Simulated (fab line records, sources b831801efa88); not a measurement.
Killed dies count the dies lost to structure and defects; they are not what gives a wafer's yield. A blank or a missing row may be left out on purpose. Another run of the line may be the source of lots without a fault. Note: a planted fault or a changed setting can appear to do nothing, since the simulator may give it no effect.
The tool behind it: which one? | flow sfq_line | 14 lots, 42 wafers sampled, at 4 steps of a route of 325

## WHAT EACH GAUGE READ, for each wafer
SFQ_JJ_OVL_MEAS_931. Usual: J5_OVL gives 4 nm (standard deviation 5.7).
lot  | measured     | on         | J5_OVL (nm) | flag
L107 | day 38 01:35 | overlay-01 | 3 6 6       |
L108 | day 38 03:59 | overlay-01 | -1 -1 -1    |
L110 | day 39 12:34 | overlay-02 | 13 16 13    |
L111 | day 39 16:56 | overlay-01 | 4 2 14      |
L112 | day 39 20:32 | overlay-01 | 9 8 10      |
L117 | day 48 01:44 | overlay-01 | -5 -3 -3    |
L120 | day 59 18:10 | overlay-01 | 3 0 -8      |
L121 | day 59 20:42 | overlay-01 | 7 1 9       |
L122 | day 60 00:21 | overlay-02 | 1 2 1       |
L123 | day 60 01:33 | overlay-02 | 17 16 13    |
L124 | day 60 05:14 | overlay-02 | -2 4 -1     |
L128 | day 60 16:49 | overlay-02 | 1 -3 5      |
L129 | day 60 18:01 | overlay-01 | 0 -4 4      |
L130 | day 60 19:13 | overlay-02 | 1 -7 -7     |

## TOOL THAT RAN EACH LOT (tool first, then ch and the chambers of the sampled wafers, then the start)
lot  | SFQ_TRILAYER_I3_VIA_STRIP_STRIP_089 | SFQ_TRILAYER_M4_DEP_SPUTTER_091 | SFQ_TRILAYER_I4_VIA_STRIP_STRIP_107
L107 | rie_metal-01 ch 0,1, day 36 09:14   | pvd_sputter-03, day 36 10:02    | rie_metal-03 ch 0,1, day 37 13:46
L108 | rie_metal-02 ch 0,1, day 36 13:02   | pvd_sputter-04, day 36 13:38    | rie_metal-04 ch 0,1, day 37 15:10
L110 | rie_metal-01 ch 0,1, day 37 05:38   | pvd_sputter-06, day 37 06:26    | rie_metal-02 ch 0,1, day 38 17:10
L111 | rie_metal-04 ch 0,1, day 37 12:50   | pvd_sputter-03, day 37 13:49    | rie_metal-03 ch 0,1, day 39 04:43
L112 | rie_metal-01 ch 0,1, day 38 04:38   | pvd_sputter-06, day 38 05:14    | rie_metal-04 ch 0,1, day 39 14:55
L117 | rie_metal-01 ch 0,1, day 39 15:55   | pvd_sputter-06, day 39 16:43    | rie_metal-02 ch 0,1, day 46 12:37
L120 | rie_metal-04 ch 0,1, day 44 18:13   | pvd_sputter-06, day 44 19:13    | rie_metal-03 ch 0,1, day 54 12:53
L121 | rie_metal-04 ch 0,1, day 44 20:46   | pvd_sputter-04, day 44 21:34    | rie_metal-04 ch 0,1, day 54 14:05
L122 | rie_metal-02 ch 0,1, day 45 02:58   | pvd_sputter-06, day 45 03:34    | rie_metal-04 ch 0,1, day 54 15:29
L123 | rie_metal-01 ch 0,1, day 45 04:38   | pvd_sputter-04, day 45 05:27    | rie_metal-02 ch 0,1, day 54 16:29
L124 | rie_metal-02 ch 0,1, day 45 05:50   | pvd_sputter-03, day 45 06:39    | rie_metal-03 ch 0,1, day 54 18:53
L128 | rie_metal-02 ch 0, day 45 19:10     | pvd_sputter-06, day 45 20:34    | rie_metal-03 ch 0,1, day 55 02:13
L129 | rie_metal-01 ch 0,1, day 50 03:15   | pvd_sputter-06, day 50 04:03    | rie_metal-03 ch 0,1, day 55 04:56
L130 | rie_metal-04 ch 0,1, day 50 03:19   | pvd_sputter-03, day 50 04:07    | rie_metal-04 ch 1, day 55 06:41
- SFQ_TRILAYER_I3_VIA_STRIP_STRIP_089: strips in O2.
- SFQ_TRILAYER_M4_DEP_SPUTTER_091: material Nb, target thk 200 nm, time 133.3 s.
- SFQ_TRILAYER_I4_VIA_STRIP_STRIP_107: strips in O2.

## AS READ BY THE TOOLS THEMSELVES (means over the sampled wafers that have a number; for cases with no such wafer, the mark the record gives instead)
SFQ_TRILAYER_I3_VIA_STRIP_STRIP_089. Usual: chamber_pressure_mTorr 50.00 mTorr, standard deviation 0.048; drypump_motor_current_A 5.9 A, standard deviation 0.36; oes_product_au 0.998 a.u., standard deviation 0.011.
lot  | tool         | chamber_pressure_mTorr (mTorr) | drypump_motor_current_A (A) | oes_product_au (a.u.) | flag
L107 | rie_metal-01 | 49.98                          | 5.7                         | 0.996                 |
L108 | rie_metal-02 | 50.04                          | 6.1                         | 0.997                 |
L110 | rie_metal-01 | 50.03                          | 5.8                         | 0.992                 |
L111 | rie_metal-04 | 49.98                          | 6.1                         | 1.003                 |
L112 | rie_metal-01 | 50.00                          | 5.7                         | 0.991                 |
L117 | rie_metal-01 | 49.99                          | 5.7                         | 0.996                 |
L120 | rie_metal-04 | 50.03                          | 5.9                         | 0.999                 |
L121 | rie_metal-04 | 50.04                          | 5.9                         | 1.004                 |
L122 | rie_metal-02 | 50.02                          | 6.1                         | 0.999                 |
L123 | rie_metal-01 | 50.01                          | 5.7                         | 0.990                 |
L124 | rie_metal-02 | 50.00                          | 6.1                         | 0.995                 |
L128 | rie_metal-02 | 49.97                          | 6.5                         | 1.006                 |
L129 | rie_metal-01 | 50.01                          | 5.8                         | 1.002                 |
L130 | rie_metal-04 | 49.99                          | 6.1                         | 1.014                 |

SFQ_TRILAYER_M4_DEP_SPUTTER_091. Usual: throttle_valve_pct at 30.0 %, with a standard deviation of 1.4.
lot  | tool           | throttle_valve_pct (%) | flag
L107 | pvd_sputter-03 | 29.5                   |
L108 | pvd_sputter-04 | 30.8                   |
L110 | pvd_sputter-06 | 28.9                   |
L111 | pvd_sputter-03 | 28.1                   |
L112 | pvd_sputter-06 | 28.8                   |
L117 | pvd_sputter-06 | 29.5                   |
L120 | pvd_sputter-06 | 28.9                   |
L121 | pvd_sputter-04 | 31.3                   |
L122 | pvd_sputter-06 | 29.1                   |
L123 | pvd_sputter-04 | 31.6                   |
L124 | pvd_sputter-03 | 30.9                   |
L128 | pvd_sputter-06 | 29.5                   |
L129 | pvd_sputter-06 | 29.5                   |
L130 | pvd_sputter-03 | 30.4                   |

SFQ_TRILAYER_I4_VIA_STRIP_STRIP_107. Usual: chamber_pressure_mTorr 50.00 mTorr, standard deviation 0.045; drypump_motor_current_A 6.0 A, standard deviation 0.41; oes_product_au 1.003 a.u., standard deviation 0.009.
lot  | tool         | chamber_pressure_mTorr (mTorr) | drypump_motor_current_A (A) | oes_product_au (a.u.) | flag
L107 | rie_metal-03 | 49.99                          | 6.1                         | 1.000                 |
L108 | rie_metal-04 | 50.03                          | 5.9                         | 1.013                 |
L110 | rie_metal-02 | -                              | -                           | -                     | OFF
L111 | rie_metal-03 | -                              | -                           | -                     | OFF
L112 | rie_metal-04 | 50.05                          | 5.9                         | 1.006                 |
L117 | rie_metal-02 | 50.01                          | 5.6                         | 1.005                 |
L120 | rie_metal-03 | 50.07                          | 6.0                         | 1.005                 |
L121 | rie_metal-04 | 50.00                          | 5.9                         | 1.002                 |
L122 | rie_metal-04 | 50.00                          | 5.9                         | 0.999                 |
L123 | rie_metal-02 | 49.94                          | 5.6                         | 1.010                 |
L124 | rie_metal-03 | 50.01                          | 5.8                         | 0.998                 |
L128 | rie_metal-03 | 50.01                          | 6.0                         | 0.995                 |
L129 | rie_metal-03 | 49.98                          | 5.8                         | 0.993                 |
L130 | rie_metal-04 | 50.01                          | 5.7                         | 0.995                 |

## THE ANSWER, worked out from the rows above alone
Rule: a lot counts as off when the mean over its wafers that have a number is more than 3 standard deviations away from the usual mean. A lot without any number at a reading at which 4 lots or more have one is off too. Any other lot the step has rows for is counted as sound. The gauges are gone through in route order, then the tools' own readings, and for those a lot's mean is taken as printed above. At the first step where some lot is off, the reading lying furthest off is the one used; lots without a number count as furthest.
Off: L110, L111 (SFQ_TRILAYER_I4_VIA_STRIP_STRIP_107, chamber_pressure_mTorr). Without a number there: L110, L111.
If a tool, at that step or one of the process steps before it, ran each lot that is off and ran no sound lot following the first of them, it fits. No candidate that was tried fits.

## WHAT THE SIMULATOR PUT IN
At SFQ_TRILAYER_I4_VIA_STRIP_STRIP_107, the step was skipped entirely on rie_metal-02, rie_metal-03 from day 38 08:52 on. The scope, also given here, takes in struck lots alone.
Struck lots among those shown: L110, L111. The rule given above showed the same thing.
